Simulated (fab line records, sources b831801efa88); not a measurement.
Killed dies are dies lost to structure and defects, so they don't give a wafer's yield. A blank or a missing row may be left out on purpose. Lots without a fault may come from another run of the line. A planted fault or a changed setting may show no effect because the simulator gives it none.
Which tool did it? | flow gf180mcu | 12 lots, 36 wafers sampled, at 2 steps of a route of 602

WHAT THE GAUGES READ, wafer by wafer
GF_HV_LDD_TW_MEAS_23. Usual: HV_LDD_2_TW 1063, standard deviation 6.5.
lot  | measured     | on            | HV_LDD_2_TW    | flag
L956 | day 10 17:43 | film_metro-02 | 1066 1066 1067 |
L957 | day 10 21:37 | film_metro-04 | 1062 1061 1060 |
L958 | day 11 04:22 | film_metro-02 | 1061 1069 1067 |
L962 | day 12 13:53 | film_metro-02 | 1277 1272 1277 | OFF
L963 | day 12 20:52 | film_metro-03 | 1263 1271 1268 | OFF
L970 | day 15 05:40 | film_metro-02 | 1067 1068 1066 |
L971 | day 15 09:48 | film_metro-04 | 1075 1075 1066 |
L973 | day 16 03:13 | film_metro-02 | 1069 1070 1067 |
L974 | day 16 10:40 | film_metro-02 | 1068 1071 1068 |
L976 | day 17 06:52 | film_metro-02 | 1057 1060 1062 |
L978 | day 17 16:21 | film_metro-04 | 1068 1070 1074 |
L979 | day 18 00:23 | film_metro-04 | 1067 1069 1065 |

WHICH TOOL RAN EACH LOT (tool, then ch and the chambers of the sampled wafers, then the start)
lot  | GF_HV_LDD_IMPLANT_21
L956 | implanter-02 ch 0, day 10 17:28
L957 | implanter-04 ch 0, day 10 21:23
L958 | implanter-02 ch 0, day 11 04:07
L962 | implanter-04 ch 0, day 12 13:41
L963 | implanter-04 ch 0, day 12 20:38
L970 | implanter-02 ch 0, day 15 05:26
L971 | implanter-04 ch 0, day 15 09:33
L973 | implanter-04 ch 0, day 16 02:58
L974 | implanter-04 ch 0, day 16 10:25
L976 | implanter-04 ch 0, day 17 06:38
L978 | implanter-04 ch 0, day 17 16:06
L979 | implanter-02 ch 0, day 18 00:11
- GF_HV_LDD_IMPLANT_21

WHAT THE TOOLS THEMSELVES READ (means of the sampled wafers that have a number; where no wafer has one, the mark that the record gives instead)
GF_HV_LDD_IMPLANT_21. Usual: dose_ions_cm2 5.001e+13, standard deviation 6.2e+10; faraday_current_uA 282, standard deviation 5.1.
lot  | tool         | dose_ions_cm2 | faraday_current_uA | flag
L956 | implanter-02 | 4.998e+13     | 286                |
L957 | implanter-04 | 4.999e+13     | 288                |
L958 | implanter-02 | 5.001e+13     | 281                |
L962 | implanter-04 | 8.950e+13     | 500                | OFF
L963 | implanter-04 | 8.939e+13     | 504                | OFF
L970 | implanter-02 | 5.006e+13     | 286                |
L971 | implanter-04 | 4.987e+13     | 284                |
L973 | implanter-04 | 5.000e+13     | 278                |
L974 | implanter-04 | 4.998e+13     | 282                |
L976 | implanter-04 | 5.006e+13     | 286                |
L978 | implanter-04 | 5.002e+13     | 283                |
L979 | implanter-02 | 5.005e+13     | 280                |

THE ANSWER, worked out from the rows above alone
Rule: a lot is off if the mean of its wafers that have a number lies more than 3 standard deviations from the usual mean. A lot without any number at a reading at which 4 lots or more have one is off too. The other lots that the step has rows for count as sound. The gauges are gone through in route order, then the tools' own readings, and for those a lot's mean is taken as printed above. The first step at which some lot is off is used, and at that step the reading that is off furthest; a lot without a number counts as furthest.
Off: L962, L963, at GF_HV_LDD_TW_MEAS_23 (HV_LDD_2_TW).
A tool fits if, at a process step before that reading, it ran every lot that is off, and no sound lot after the first of them. The gauges at GF_HV_LDD_TW_MEAS_23 aren't tried: what is off there is off at GF_HV_LDD_IMPLANT_21 too, on other tools, and a gauge's error can't cause that. None of those tried fits.

WHAT THE SIMULATOR HAD PUT IN
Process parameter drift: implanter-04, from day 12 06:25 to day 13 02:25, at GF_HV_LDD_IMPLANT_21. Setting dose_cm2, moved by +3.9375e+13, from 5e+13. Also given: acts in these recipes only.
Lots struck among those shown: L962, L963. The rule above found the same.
